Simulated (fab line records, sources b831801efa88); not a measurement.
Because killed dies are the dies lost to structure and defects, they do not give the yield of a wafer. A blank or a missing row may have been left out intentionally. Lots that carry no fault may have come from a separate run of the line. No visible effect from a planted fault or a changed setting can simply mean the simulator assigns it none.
One fault seen from 2 desks + flow gf180mcu + numbers are kept per desk, each desk with only its own; the story behind them comes last

== METROLOGY DESK ==
What the gauges read for every lot (on any tool): the sampled wafers with a number, averaged. A lot is out of limits, marked OUT, if its mean lies more than 4 standard deviations from the usual mean; the brackets give that distance.
Columns: A = V5_CVD_02_THK at GF_V5_THK_MEAS_03, usual 1454 nm; B = cdNm at GF_TOP_METAL_CD_MEAS_14, usual 440.1 nm
| lot  | first seen here | A    | B               |
|------|-----------------|------|-----------------|
| L450 | day 26 04:40    | 1439 | 441.3           |
| L451 | day 26 14:23    | 1460 | 442.4           |
| L453 | day 27 05:46    | 1452 | 443.4           |
| L459 | day 29 01:14    | 1429 | 472.1 (+14) OUT |
| L460 | day 29 11:23    | 1459 | 465.9 (+11) OUT |
| L465 | day 30 19:42    | 1443 | 437.5           |
| L467 | day 31 07:03    | 1460 | 441.6           |
| L468 | day 31 18:46    | 1487 | 439.5           |
| L471 | day 32 09:37    | 1432 | 438.3           |
| L472 | day 32 15:02    | 1452 | 440.4           |
| L473 | day 32 20:12    | 1441 | 440.6           |
This desk's verdict: out of limits on L459, L460, starting with L459 at day 30 16:07 (cdNm at GF_TOP_METAL_CD_MEAS_14). In limits: L450, L451, L453, L465, L467, L468, L471, L472, L473.

== TOOL OWNER'S DESK, lithoTrack-02 ==
The tool's own readings at GF_TOP_METAL_COAT_09 (resist thk 1500 nm): means of the sampled wafers that have a number, for each lot that ran on this tool. A lot is out of limits, marked OUT, if its mean lies more than 4 standard deviations from the usual mean; the brackets give that distance.
Columns: A = dispensePressureKPa at GF_TOP_METAL_COAT_09, usual 51.9 kPa; B = exhaustPa at GF_TOP_METAL_COAT_09, usual 45.2 Pa
| lot  | first seen here | A    | B    |
|------|-----------------|------|------|
| L453 | day 28 14:34    | 47.5 | 44.0 |
| L459 | day 30 07:34    | 47.5 | 44.7 |
| L460 | day 30 17:07    | 47.6 | 45.7 |
| L471 | day 33 11:04    | 47.5 | 45.4 |
Finding of this desk: none of the 4 lots has anything out of limits.

== TAKEN TOGETHER ==
On L459, L460, the metrology desk was in a position to raise an alarm at day 30 16:07.
Nothing out of limits was seen by the tool owner's desk.
Tool owner's desk: L459, L460 on record, inside its limits.
Every lot named ran GF_TOP_METAL_COAT_09 on lithoTrack-02.

== WHAT WAS PUT IN BY THE SIMULATOR ==
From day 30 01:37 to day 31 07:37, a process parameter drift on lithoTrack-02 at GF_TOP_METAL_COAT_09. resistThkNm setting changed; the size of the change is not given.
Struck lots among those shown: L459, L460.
Per desk, hours elapsed from the start of the fault to the first reading out of limits: for the metrology desk, 14.
